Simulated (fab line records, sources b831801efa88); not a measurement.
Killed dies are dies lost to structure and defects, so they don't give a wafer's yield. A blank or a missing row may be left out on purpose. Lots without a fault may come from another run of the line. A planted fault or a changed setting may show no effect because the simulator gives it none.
Chamber matching | flow gf180mcu | GF_STI_ETCH_14 on rie_si-02: 4 sister chambers
The step etches Si in HBr/Cl2/O2, target depth 360 nm, time 102.9 s. 14 wafers are shown with their chamber, then 6 later ones without.

WAFERS WITH THEIR CHAMBER
wafer  | chamber | rf_fwd_power_W (W) | throttle_valve_pct (%) | oes_product_au (a.u.)
L853.2 | 2       | 590.8              | 25.664                 | 0.983
L853.5 | 0       | 597.4              | 25.667                 | 0.985
L853.6 | 3       | 593.0              | 25.672                 | 0.989
L860.1 | 2       | 590.3              | 25.661                 | 0.994
L860.4 | 2       | 592.6              | 25.670                 | 0.996
L860.6 | 3       | 596.2              | 25.662                 | 1.017
L861.1 | 2       | 594.6              | 25.664                 | 0.990
L861.2 | 3       | 597.0              | 25.664                 | 0.996
L861.3 | 0       | 595.7              | 25.652                 | 0.994
L865.2 | 1       | 601.4              | 25.650                 | 1.003
L865.4 | 0       | 598.6              | 25.654                 | 0.984
L871.2 | 3       | 591.7              | 25.655                 | 1.002
L871.4 | 1       | 598.5              | 25.649                 | 1.004
L871.6 | 0       | 598.6              | 25.665                 | 0.998

SIGNATURES (means of the wafers above)
reading            | chamber 0 | chamber 1 | chamber 2 | chamber 3 | scatter within a chamber
rf_fwd_power_W     | 597.575   | 599.950   | 592.075   | 594.475   | 2.01
throttle_valve_pct | 25.65950  | 25.64950  | 25.66475  | 25.66325  | 0.00602
oes_product_au     | 0.99025   | 1.00350   | 0.99075   | 1.00100   | 0.00816
Rule: a wafer's distance from a chamber is the root of the sum, over the readings, of the square of ((its reading less the chamber's mean) divided by the reading's scatter). The wafer belongs to the nearest chamber; if the next one is less than 2 further off, it can't be placed. The scatter: the root of (the sum of the squares of (reading less its chamber's mean) over the shown wafers, divided by (wafers less chambers)).

WAFERS WITHOUT THEIR CHAMBER
wafer  | rf_fwd_power_W (W) | throttle_valve_pct (%) | oes_product_au (a.u.)
L872.3 | 597.0              | 25.655                 | 0.994
L872.4 | 597.1              | 25.665                 | 0.981
L872.5 | 598.8              | 25.656                 | 0.994
L873.3 | 595.8              | 25.663                 | 1.003
L873.5 | 596.1              | 25.684                 | 0.986
L873.6 | 595.9              | 25.666                 | 0.993

WHICH CHAMBER EACH WENT THROUGH
wafer  | from the rows above          | in truth
L872.3 | can't be placed: 0 or 3 or 1 | 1
L872.4 | can't be placed: 0 or 2 or 3 | 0
L872.5 | can't be placed: 0 or 1 or 3 | 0
L873.3 | can't be placed: 3 or 0 or 2 | 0
L873.5 | can't be placed: 2 or 3 or 0 | 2
L873.6 | can't be placed: 3 or 0 or 2 | 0
Placed correctly: 0 of 6. Can't be placed from these rows: 6 (the true chamber is among the candidates in 6). Placed wrongly: 0.
